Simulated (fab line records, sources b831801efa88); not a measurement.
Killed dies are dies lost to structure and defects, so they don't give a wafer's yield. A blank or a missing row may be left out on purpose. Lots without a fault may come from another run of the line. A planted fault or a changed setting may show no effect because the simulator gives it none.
A struck lot beside a sound one | flow gf180mcu | 31 steps out of a route of 602
Sound: wafers L105.3, L105.4, L105.5. Struck: wafers L117.2, L117.4, L117.5. The cause comes at the end.
At each step with rows: each side's tool, then ch and its chambers, then its first start. Under that, the readings that differ: sound wafers | struck wafers | difference of the means | sigmas: that difference in standard deviations of wafers without a fault.
alike: readings whose means differ by less than 2 such deviations, and words and numbers that are the same on both sides. not compared: withheld readings, readings that some wafer has no value for, bounds like >300 that may hide the same value, and numbers for which the record gives no deviation and whose values overlap.
The two part at a step that has a row with sigmas, a row that says differs or no value, or rows on one side only. Numbers that don't overlap but have no deviation are shown without sigmas and don't part them. A reading that every wafer of one side lacks parts them only if that side has two wafers or more.

first, 1 step without rows for these wafers: GF_HV_LDD_CVD_56 (deposits Si3N4 from DCS/NH3, target thk 90 nm, time 1543 s).
GF_HV_LDD_THK_MEAS_57:
  sound on film_metro-03, day 13 14:41; struck on film_metro-01, day 17 04:51
  alike: HV_LDD_CVD_56_THK
GF_HV_LDD_ETCHBACK_58: etches Si3N4 in CH3F/O2, stops on SiO2, time 100 s, target depth 90 nm.
  sound on rie_diel-01 ch 0,1,3, day 13 14:44; struck on rie_diel-01 ch 0,1,3, day 17 04:54
  alike: bias_w, drypump_motor_current_A, oes_product_au, throttle_valve_pct
  not compared: rf_hours_counter_h
then, 7 steps without rows for these wafers: GF_NSD_DEHYDRATE_00 (time 60 s); GF_NSD_HMDS_01 (prime time 60 s); GF_NSD_COAT_02 (resist thk 1000 nm); GF_NSD_SOFTBAKE_03 (time 60 s); GF_NSD_EXPOSE_04 (exposes mask Nplus, target cd 400 nm); GF_NSD_PEB_05; GF_NSD_DEVELOP_06 (develop time 60 s).
GF_NSD_CD_MEAS_07: target cd 400 nm.
  sound on cd_sem-01, day 14 10:20; struck on cd_sem-02, day 18 03:52
  alike: cd_nm
GF_NSD_OVL_MEAS_08:
  sound on overlay-01, day 14 10:26; struck on overlay-01, day 18 03:59
  alike: NSD_OVL
GF_NSD_IMPLANT_09:
  sound on implanter-02 ch 0, day 14 10:31; struck on implanter-01 ch 0, day 18 04:02
  reading                   | sound             | struck            | difference | sigmas
  implant_ion_amu           | 75 75 75          | 31 31 31          | -44        |
  model.implant.rp_nm (nm)  | 37.41 37.41 37.41 | 71.5 71.5 71.5    | +34.1      |
  model.implant.drp_nm (nm) | 16.15 16.15 16.15 | 29.74 29.74 29.74 | +13.59     |
  alike: tilt_deg
then, 1 step without rows for these wafers: GF_NSD_IMPLANT_10.
GF_NSD_STRIP_11: strips in O2/N2.
  sound on plasma_asher-03 ch 0,1, day 14 10:47; struck on plasma_asher-02 ch 0,1, day 18 04:19
  reading                      | sound             | struck            | difference | sigmas
  oes_product_au (a.u.)        | 0.483 0.485 0.491 | 0.455 0.456 0.463 | -0.028     | -7
  strip_time_to_endpoint_s (s) | 22.89 22.93 22.90 | 26.31 26.23 26.26 | +3.36      | +86
  alike: drypump_motor_current_A, heater_power_w
  not compared: rf_hours_counter_h
GF_NSD_TW_MEAS_12:
  sound on film_metro-03, day 14 10:53; struck on film_metro-02, day 18 04:38
  reading | sound          | struck         | difference | sigmas
  NSD_TW  | 4304 4314 4297 | 4793 4764 4783 | +475       | +12
  not compared: hold
then, 6 steps without rows for these wafers: GF_PSD_HMDS_01 (prime time 60 s); GF_PSD_COAT_02 (resist thk 1000 nm); GF_PSD_SOFTBAKE_03 (time 60 s); GF_PSD_EXPOSE_04 (exposes mask Pplus, target cd 400 nm); GF_PSD_PEB_05; GF_PSD_DEVELOP_06 (develop time 60 s).
GF_PSD_CD_MEAS_07: target cd 400 nm.
  sound on cd_sem-01, day 15 07:32; struck on cd_sem-02, day 19 04:17
  alike: cd_nm
GF_PSD_OVL_MEAS_08:
  sound on overlay-01, day 15 07:38; struck on overlay-02, day 19 04:23
  alike: PSD_OVL
then, 1 step without rows for these wafers: GF_PSD_IMPLANT_09.
GF_PSD_STRIP_10: strips in O2/N2.
  sound on plasma_asher-03 ch 0,1, day 15 07:50; struck on plasma_asher-03 ch 0,1, day 19 04:34
  alike: drypump_motor_current_A, heater_power_w, oes_product_au, strip_time_to_endpoint_s
  not compared: rf_hours_counter_h
GF_PSD_TW_MEAS_11:
  sound on film_metro-02, day 15 07:56; struck on film_metro-04, day 19 04:40
  alike: PSD_TW
then, 1 step without rows for these wafers: GF_PSD_CLEAN_12 (cleans in SC1/SC2, time 150 s).
GF_PSD_RTA_13: time 20 s.
  sound on rtp_anneal-01 ch 0, day 15 08:02; struck on rtp_anneal-02 ch 0, day 19 04:48
  reading            | sound          | struck         | difference | sigmas
  lamp_power_pct (%) | 35.1 35.2 35.3 | 36.7 36.7 36.7 | +1.5       | +2
  alike: wafer_temp_C_max
GF_PSD_RS_MEAS_14: measures by four-point-probe.
  sound on film_metro-04, day 15 08:08; struck on film_metro-03, day 19 05:15
  reading         | sound             | struck            | difference | sigmas
  NSD_RS (ohm/sq) | 46.19 46.00 46.08 | 25.58 25.61 25.57 | -20.50     | -99 or more
  not compared: hold
then, 1 step without rows for these wafers: GF_PASSIVATION_PROBE_99.

WHERE THEY PART
First at GF_NSD_STRIP_11; last, within this record, at GF_PSD_RS_MEAS_14.

WHY: what the simulator had put in
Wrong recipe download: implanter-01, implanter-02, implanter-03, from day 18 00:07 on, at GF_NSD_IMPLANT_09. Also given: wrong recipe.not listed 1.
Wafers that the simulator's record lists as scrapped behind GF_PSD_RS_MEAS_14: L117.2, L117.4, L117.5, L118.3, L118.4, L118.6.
